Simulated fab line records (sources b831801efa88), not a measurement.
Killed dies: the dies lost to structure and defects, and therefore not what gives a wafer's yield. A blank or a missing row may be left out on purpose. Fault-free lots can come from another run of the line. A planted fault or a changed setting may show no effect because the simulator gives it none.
Struck lot and sound lot, side by side || flow sky130 || 20 steps out of a route of 708
Sound: these wafers, L852.3, L852.5, L852.6. Struck: wafer L859.2 (L859.3, L859.4, from the same lot, were not struck and are left out); the cause is given at the end.
Per side, at each step with rows, come the tool, then ch with its chambers, and then its first start. Under that, the readings that differ: sound wafers || struck wafers || difference of the means || sigmas: that difference in standard deviations of wafers without a fault.
alike: same words and numbers on both sides, and readings whose means sit less than 2 such deviations apart. not compared: any withheld reading, any reading some wafer has no value for, any bound like >300 that may hide the same value, and any number with overlapping values for which the record gives no deviation.
Wherever a step has rows on one side only, a row that says differs or no value, or a row with sigmas, the two part there. Numbers that have no deviation but don't overlap get no sigmas and don't part them. A reading that every wafer of one side lacks parts them only if that side has two wafers or more.

first, 4 steps without rows for these wafers: SKY_METAL1_STRIP_21 (strips in post etch residue remover, time 1200 s); SKY_METAL1_CLEAN_22 (cleans in IPA, time 180 s); SKY_METAL1_CLEAN_23 (cleans in O3/DIW); SKY_VIA1_HDPCVD_00 (deposits SiO2, target thk 1030 nm, time 171.7 s).
SKY_VIA1_THK_MEAS_01:
  sound on film_metro-04, day 35 21:20; struck on film_metro-01, day 37 06:26
  alike: VIA1_HDPCVD_THK
SKY_VIA1_CMP_02: polishes SiO2.
  sound on cmp-01 ch 2,3, day 35 21:26; struck on cmp-02 ch 2, day 37 06:29
  alike: motor_current_A
SKY_VIA1_BOW_MEAS_03:
  sound on film_metro-04, day 35 21:43; struck on film_metro-01, day 37 06:48
  alike: VIA1_BOW
then, 5 steps without rows for these wafers: SKY_VIA1_DEHYDRATE_04 (time 60 s); SKY_VIA1_HMDS_05 (prime time 60 s); SKY_VIA1_COAT_06 (resist thk 60 nm); SKY_VIA1_COAT_07 (resist thk 450 nm); SKY_VIA1_SOFTBAKE_08 (time 90 s).
SKY_VIA1_EXPOSE_09: exposes mask VIM, target cd 150 nm.
  sound on krf_scanner-01 ch 0, day 36 09:40; struck on krf_scanner-01 ch 0, day 37 21:18
  alike: mask
then, 2 steps without rows for these wafers: SKY_VIA1_PEB_10; SKY_VIA1_DEVELOP_11 (develop time 60 s).
SKY_VIA1_CD_MEAS_12: target cd 150 nm.
  sound on cd_sem-02, day 36 23:27; struck on cd_sem-01, day 38 09:34
{"reading": "cd_nm (nm)", "sound": "150.7 149.9 149.6", "struck": 82.3, "difference": -67.8, "sigmas": -38}
  not compared: hold
SKY_VIA1_OVL_MEAS_13:
  sound on overlay-01, day 36 23:32; struck on overlay-02, day 38 13:12
{"reading": "hold", "sound": "- - -", "struck": "await_dispo/3.5h/release", "difference": "no value on the sound wafers", "sigmas": ""}
  alike: VIA1_OVL
SKY_VIA1_ETCH_14: etches BARC in N2/H2, stops on SiO2, time 45.9 s, target depth 60 nm.
  sound on rie_diel-02 ch 1,2,3, day 36 23:34; struck on rie_diel-01 ch 3, day 38 13:14
{"reading": "throttle_valve_pct (%)", "sound": "13.233 13.232 13.231", "struck": 13.210, "difference": -0.022, "sigmas": -2}
{"reading": "model.VIA1.cd_nm (nm)", "sound": "150.9 149.9 148.7", "struck": 80.27, "difference": -69.56, "sigmas": ""}
  alike: drypump_motor_current_A, oes_product_au
  not compared: rf_hours_counter_h
SKY_VIA1_ETCH_15: etches SiO2 in C4F8/O2/Ar, stops on TiN, target depth 351 nm, time 54 s.
  sound on rie_diel-02 ch 1,2,3, day 36 23:37; struck on rie_diel-01 ch 3, day 38 13:17
  alike: oes_product_au
  not compared: rf_hours_counter_h
-- the record jumps here: 11 days lie between the struck wafers' starts before and after (it left off in module VIA1 and takes up again in module PAD_OPEN, whose first step shown is number 708 of the route) --
SKY_PAD_OPEN_PROBE_99:
  sound on prober-02, day 48 03:39; struck on prober-02, day 49 03:44
{"reading": "hold", "sound": "- - -", "struck": "await_dispo/2.5h/release", "difference": "no value on the sound wafers", "sigmas": ""}
{"reading": "defect_limited_yield (%)", "sound": "86.2 79.9 82.3", "struck": 0, "difference": -83, "sigmas": -46}
{"reading": "killed_at_M0_to_M3", "sound": "32 39 39", "struck": 446, "difference": "+409", "sigmas": "+67"}
{"reading": "killed_dies", "sound": "68 99 87", "struck": 492, "difference": "+407", "sigmas": "+46"}
{"reading": "killed_on_rim", "sound": "15 17 20", "struck": 96, "difference": "+79", "sigmas": "+22"}
{"reading": "sort_bin_5_function (%)", "sound": "9.1 12.6 10.4", "struck": 92.3, "difference": "+81.6", "sigmas": "+58"}
{"reading": "sort_n_pass", "sound": "424 393 405", "struck": 0, "difference": -407, "sigmas": -46}
{"reading": "sort_yield_pct (%)", "sound": "86.2 79.9 82.3", "struck": 0, "difference": -83, "sigmas": -46}
  alike: killed_at_M4_up, killed_at_contacts, killed_at_front_end, killed_at_other, killed_open, killed_short, sort_bin_3_pad_short, sort_bin_6_memory

== WHERE THEY PART ==
Last at SKY_PAD_OPEN_PROBE_99 as far as this record goes, first at SKY_VIA1_CD_MEAS_12.

WHY: what had been put in by the simulator
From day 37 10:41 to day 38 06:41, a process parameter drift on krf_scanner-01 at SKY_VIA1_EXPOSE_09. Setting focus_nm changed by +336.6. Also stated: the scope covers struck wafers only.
